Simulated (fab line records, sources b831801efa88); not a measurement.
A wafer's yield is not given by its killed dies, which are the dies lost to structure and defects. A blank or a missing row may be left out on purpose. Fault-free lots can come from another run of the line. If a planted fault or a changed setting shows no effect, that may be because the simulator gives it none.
Struck lot and sound lot, side by side -- flow sky130 -- 24 out of 708 route steps
Sound: the wafers L894.1, L894.3, L894.5. Struck: wafer L909.1. (L909.2, L909.5 of the same lot were not struck and are left out.) The cause comes at the end.
At each step with rows: each side's tool, then ch and its chambers, then its first start. Under that, the readings that differ: sound wafers -- struck wafers -- difference of the means -- sigmas: that difference in standard deviations of wafers without a fault.
alike: readings whose means differ by less than 2 such deviations, and words and numbers that are the same on both sides. not compared: withheld readings, readings that some wafer has no value for, bounds like >300 that may hide the same value, and numbers for which the record gives no deviation and whose values overlap.
A row with sigmas, a row that says differs or no value, or rows on one side alone: a step with any of these is where the two part. Non-overlapping numbers with no deviation appear without sigmas and do not part them. A reading that every wafer of one side lacks parts them only if that side has two wafers or more.

SKY_VIA3_CMP_02: polishes SiO2.
  sound on cmp-02 ch 0,3, day 40 00:55; struck on cmp-02 ch 1, day 44 15:07
  alike: motorCurrentA
SKY_VIA3_BOW_MEAS_03:
  sound on filmMetro-03 at day 40 01:10; struck on filmMetro-02 at day 44 15:22
reading,sound,struck,difference,sigmas
VIA3_BOW (um),77 82 91,68,-15,-2
then, 8 steps without rows for these wafers: SKY_VIA3_DEHYDRATE_04 (time 60 s); SKY_VIA3_HMDS_05 (prime time 60 s); SKY_VIA3_COAT_06 (resist thk 60 nm); SKY_VIA3_COAT_07 (resist thk 450 nm); SKY_VIA3_SOFTBAKE_08 (time 90 s); SKY_VIA3_EXPOSE_09 (exposes mask VIM3, target cd 200 nm); SKY_VIA3_PEB_10; SKY_VIA3_DEVELOP_11 (develop time 60 s).
SKY_VIA3_CD_MEAS_12: the cd target is 200 nm.
  sound on cdSem-02 at day 41 01:14; struck on cdSem-01 at day 45 13:11
  alike: cdNm
SKY_VIA3_OVL_MEAS_13:
  sound on overlay-02 at day 41 01:21; struck on overlay-02 at day 45 13:18
  alike: VIA3_OVL
SKY_VIA3_ETCH_14: etches BARC in N2/H2, stops on SiO2, time 45.9 s, target depth 60 nm.
  sound on rieDiel-04 ch 1,3, day 41 01:23; struck on rieDiel-02 ch 3, day 45 13:20
reading,sound,struck,difference,sigmas
drypumpMotorCurrentA (A),6.6 6.2 6.6,4.7,-1.8,-3
oesProductAu (a.u.),0.857 0.843 0.858,1.015,+0.162,+34
runLengthS (s),74.3 73.6 75.0,56.1,-18.2,-37
model.KrF-thick_of_VIA3_COAT_07.thkNm (nm),392.9 394.3 394,411,+17,
model.etch.depthNm (nm),59.67 59.47 59.49,47.57,-11.97,
model.VIA3.cdNm (nm),200.9 202 200,195.7,-5.3,
  alike: throttleValvePct
  not compared: rfHoursCounterH
SKY_VIA3_ETCH_15: etches SiO2 in C4F8/O2/Ar, stops on TiN, target depth 507 nm, time 78 s.
  sound on rieDiel-04 ch 1,3, day 41 01:26; struck on rieDiel-02 ch 3, day 45 13:23
reading,sound,struck,difference,sigmas
oesProductAu (a.u.),0.945 0.950 0.937,0.376,-0.568,-99 or more
model.KrF-thick_of_VIA3_COAT_07.thkNm (nm),292.2 293.3 294.2,308.2,+15.0,
  alike: runLengthS
  not compared: rfHoursCounterH
SKY_VIA3_STRIP_16: strips in O2/N2.
  sound on plasmaAsher-03 ch 0,1, day 41 01:29; struck on plasmaAsher-04 ch 0, day 45 13:26
reading,sound,struck,difference,sigmas
drypumpMotorCurrentA (A),5.8 5.5 5.8,6.6,+0.9,+2
stripTimeToEndpointS (s),4.16 4.15 4.16,4.30,+0.14,+4
  alike: oesProductAu
  not compared: rfHoursCounterH
then, 3 steps without rows for these wafers: SKY_VIA3_STRIP_17 (strips in post etch residue remover, time 1200 s); SKY_VIA3_CLEAN_18 (cleans in IPA, time 180 s); SKY_VIA3_CLEAN_19 (cleans in O3/DIW).
SKY_VIA3_SPUTTER_20: material TiN, target thk 20 nm, time 80 s.
  sound on pvdSputter-03 at day 41 02:08; struck on pvdSputter-03 at day 45 14:05
  alike: throttleValvePct
SKY_VIA3_CVD_21: deposits W, target thk 390 nm, time 117.31 s.
  sound on cvdW-01 ch 0,1, day 41 02:12; struck on cvdW-01 ch 1, day 45 14:08
  alike: heaterPowerW
  not compared: sinceWetCleanH
SKY_VIA3_CMP_24: polishes, stops on SiO2, t overpolish 20 s, target thk 0 nm.
  sound on cmp-01 ch 0,3, day 41 02:30; struck on cmp-01 ch 2, day 45 14:26
reading,sound,struck,difference,sigmas
motorCurrentA (A),14.0 11.4 13.5,10.5,-2.5,-2
  alike: overpolishRunS, timeToEndpointS
SKY_METAL4_SPUTTER_00: material Ti, target thk 15 nm, time 10 s.
  sound wafers here have rows in the record (pvdSputter-04, day 41 02:48); struck ones have none
SKY_METAL4_SPUTTER_01: material TiN, target thk 20 nm, time 16.7 s.
  sound wafers here have rows in the record (pvdSputter-04, day 41 02:50); struck ones have none
SKY_METAL4_SPUTTER_02: material AlCu, target thk 735 nm, time 39.1 s.
  sound wafers here have rows in the record (pvdSputter-04, day 41 02:51); struck ones have none

== WHERE THEY PART ==
First at SKY_VIA3_BOW_MEAS_03; last, within this record, at SKY_METAL4_SPUTTER_02.

WHY: what the simulator had put in
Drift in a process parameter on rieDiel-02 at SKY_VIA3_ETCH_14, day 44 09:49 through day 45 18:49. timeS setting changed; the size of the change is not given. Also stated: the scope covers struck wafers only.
